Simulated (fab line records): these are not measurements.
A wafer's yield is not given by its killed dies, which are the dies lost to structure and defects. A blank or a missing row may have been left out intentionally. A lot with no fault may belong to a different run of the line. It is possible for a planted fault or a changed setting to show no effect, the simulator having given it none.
Which tool was responsible? + flow sky130 + 12 lots with 36 wafers sampled at 5 steps, on a route of 708 steps

== WHAT EACH GAUGE READ, for each wafer ==
SKY_METAL4_OVL_MEAS_14.
| lot  | measured     | on         | METAL4_OVL (nm) |
|------|--------------|------------|-----------------|
| L984 | day 41 21:34 | overlay-02 | 10 10 16        |
| L987 | day 43 09:34 | overlay-01 | 4 2 9           |
| L985 | day 43 10:31 | overlay-01 | -4 8 12         |
| L988 | day 43 20:11 | overlay-01 | 1 -9 1          |
| L991 | day 44 01:31 | overlay-01 | 2 4 0           |
| L992 | day 44 13:46 | overlay-02 | -2 2 1          |
| L998 | day 45 16:28 | overlay-02 | 10 10 6         |
| L999 | day 46 00:46 | overlay-01 | 6 5 4           |
| L101 | day 46 14:13 | overlay-02 | 14 16 9         |
| L102 | day 46 21:13 | overlay-02 | -1 -7 -8        |
| L104 | day 47 01:07 | overlay-01 | 15 12 11        |
| L105 | day 47 13:59 | overlay-02 | 1 8 13          |

SKY_VIA4_THK_MEAS_20: measures by xrf.
| lot  | measured     | on            | VIA4_W_THK (nm) |
|------|--------------|---------------|-----------------|
| L984 | day 42 23:21 | film metro-03 | 526 513 521     |
| L987 | day 44 10:49 | film metro-01 | 499 507 503     |
| L985 | day 44 12:23 | film metro-01 | 500 497 508     |
| L988 | day 44 22:17 | film metro-01 | 498 501 505     |
| L991 | day 45 01:58 | film metro-01 | 500 507 499     |
| L992 | day 45 12:58 | film metro-01 | 494 494 491     |
| L998 | day 46 15:59 | film metro-03 | 515 510 512     |
| L999 | day 47 00:07 | film metro-04 | 509 504 490     |
| L101 | day 47 13:38 | film metro-01 | 499 509 496     |
| L102 | day 47 20:52 | film metro-04 | 498 495 506     |
| L104 | day 48 00:01 | film metro-03 | 506 521 518     |
| L105 | day 48 12:04 | film metro-04 | 500 491 494     |

SKY_METAL5_RS_MEAS_05: a four-point-probe measurement.
| lot  | measured     | on            | METAL5_ALCU_RS (ohm/sq) |
|------|--------------|---------------|-------------------------|
| L984 | day 42 23:52 | film metro-01 | 0.027 0.02698 0.02728   |
| L987 | day 44 11:20 | film metro-02 | 0.02694 0.02684 0.02701 |
| L985 | day 44 12:55 | film metro-04 | 0.02679 0.02686 0.02696 |
| L988 | day 44 23:31 | film metro-01 | 0.02701 0.02717 0.02713 |
| L991 | day 45 03:05 | film metro-04 | 0.02677 0.027 0.02687   |
| L992 | day 45 13:29 | film metro-01 | 0.02723 0.02675 0.02657 |
| L998 | day 46 16:48 | film metro-04 | 0.02668 0.0268 0.02654  |
| L999 | day 47 00:40 | film metro-01 | 0.02693 0.02681 0.02679 |
| L101 | day 47 14:10 | film metro-01 | 0.02737 0.0272 0.02725  |
| L102 | day 47 21:35 | film metro-04 | 0.02702 0.0273 0.02703  |
| L104 | day 48 00:33 | film metro-02 | 0.02718 0.02708 0.02703 |
| L105 | day 48 12:37 | film metro-04 | 0.02701 0.02656 0.02689 |

SKY_PASSIVATION_THK_MEAS_01.
| lot  | measured     | on            | PASSIVATION_CVD_00_THK (nm)       |
|------|--------------|---------------|-----------------------------------|
| L984 | day 43 23:17 | film metro-03 | 88.6 89.8 89.0                    |
| L987 | day 45 10:00 | film metro-04 | 88.9 90.6 89.7                    |
| L985 | day 45 11:46 | film metro-03 | 90.2 89.6 89.9                    |
| L988 | day 45 21:04 | film metro-03 | 116.3 91.5 91.5 116.3 91.4 91.4   |
| L991 | day 46 01:16 | film metro-04 | 116.4 89.9 90.3 116.4 89.8 90.3   |
| L992 | day 46 10:46 | film metro-04 | 116.0 115.1 90.1 116.0 115.3 90.1 |
| L998 | day 47 14:24 | film metro-03 | 89.8 89.6 89.3                    |
| L999 | day 47 22:34 | film metro-02 | 88.9 90.6 89.2                    |
| L101 | day 48 09:37 | film metro-02 | 90.3 91.2 94.1                    |
| L102 | day 48 17:06 | film metro-04 | 89.7 88.7 89.9                    |
| L104 | day 48 20:29 | film metro-02 | 89.0 90.6 91.0                    |
| L105 | day 49 06:25 | film metro-02 | 90.4 90.6 91.2                    |

== TOOL THAT RAN EACH LOT (tool first, then ch and the chambers of the sampled wafers, then the start) ==
| lot  | SKY_PASSIVATION_CVD_00          |
|------|---------------------------------|
| L984 | pecvd-04 ch 0,2, day 43 23:16   |
| L987 | pecvd-01 ch 0,1,2, day 45 09:59 |
| L985 | pecvd-01 ch 0,1,2, day 45 11:44 |
| L988 | pecvd-01 ch 0,1,2, day 45 20:56 |
| L991 | pecvd-01 ch 1,2, day 46 01:14   |
| L992 | pecvd-01 ch 0,1,2, day 46 10:45 |
| L998 | pecvd-04 ch 0,2, day 47 14:22   |
| L999 | pecvd-04 ch 0,2, day 47 22:31   |
| L101 | pecvd-02 ch 0,1,2, day 48 09:35 |
| L102 | pecvd-01 ch 1,2, day 48 17:04   |
| L104 | pecvd-01 ch 1,2, day 48 20:27   |
| L105 | pecvd-02 ch 0,1, day 49 06:23   |
- SKY_PASSIVATION_CVD_00: deposits SiO2, target thk 90 nm.

== WHAT THE TOOLS THEMSELVES READ (means of the sampled wafers that have a number; where no wafer has one, the mark that the record gives instead) ==
SKY_PASSIVATION_CVD_00.
| lot  | tool     | heater power outer w (W) | heater power w (W) | susceptor temp C (C) |
|------|----------|--------------------------|--------------------|----------------------|
| L984 | pecvd-04 | 374                      | 661                | 399.95               |
| L987 | pecvd-01 | 360                      | 676                | 400.08               |
| L985 | pecvd-01 | 411                      | 727                | 399.82               |
| L988 | pecvd-01 | 376                      | 678                | 400.13               |
| L991 | pecvd-01 | 407                      | 736                | 400.00               |
| L992 | pecvd-01 | 372                      | 682                | 400.01               |
| L998 | pecvd-04 | 387                      | 691                | 399.88               |
| L999 | pecvd-04 | 411                      | 716                | 400.23               |
| L101 | pecvd-02 | 420                      | 706                | 400.02               |
| L102 | pecvd-01 | 414                      | 759                | 400.22               |
| L104 | pecvd-01 | 432                      | 786                | 400.19               |
| L105 | pecvd-02 | 424                      | 692                | 400.05               |

== THE ANSWER, worked out from the rows above alone ==
Rule: usual is defined by the lots themselves. Put in order of their means at a reading, lots are off if they are a third of the lots or fewer, leave a main group of 4 or more, and stand apart from it by a gap of 3 or more times the standard deviation of the main group's means; of several such gaps the widest counts. Not used: any main group whose means are identical at the precision the tables above print for the reading. A lot without any number at a reading at which 4 lots or more have one is off too. All remaining lots with rows at the step are treated as sound. The gauges are gone through in route order, then the tools' own readings, and for those a lot's mean is taken as printed above. At the first step where some lot is off, the reading lying furthest off is the one used; lots without a number count as furthest.
Off: L988, L991, L992, seen at SKY_PASSIVATION_THK_MEAS_01 (PASSIVATION_CVD_00_THK). The main group: mean 90.0 nm, standard deviation 0.79.
If a tool, at a process step before that reading, ran all the lots that are off and no sound lot after the first of them, it fits. The gauges at SKY_PASSIVATION_THK_MEAS_01 are tried like those tools. Not one of the candidates tried fits.

== WHAT THE SIMULATOR HAD INSERTED ==
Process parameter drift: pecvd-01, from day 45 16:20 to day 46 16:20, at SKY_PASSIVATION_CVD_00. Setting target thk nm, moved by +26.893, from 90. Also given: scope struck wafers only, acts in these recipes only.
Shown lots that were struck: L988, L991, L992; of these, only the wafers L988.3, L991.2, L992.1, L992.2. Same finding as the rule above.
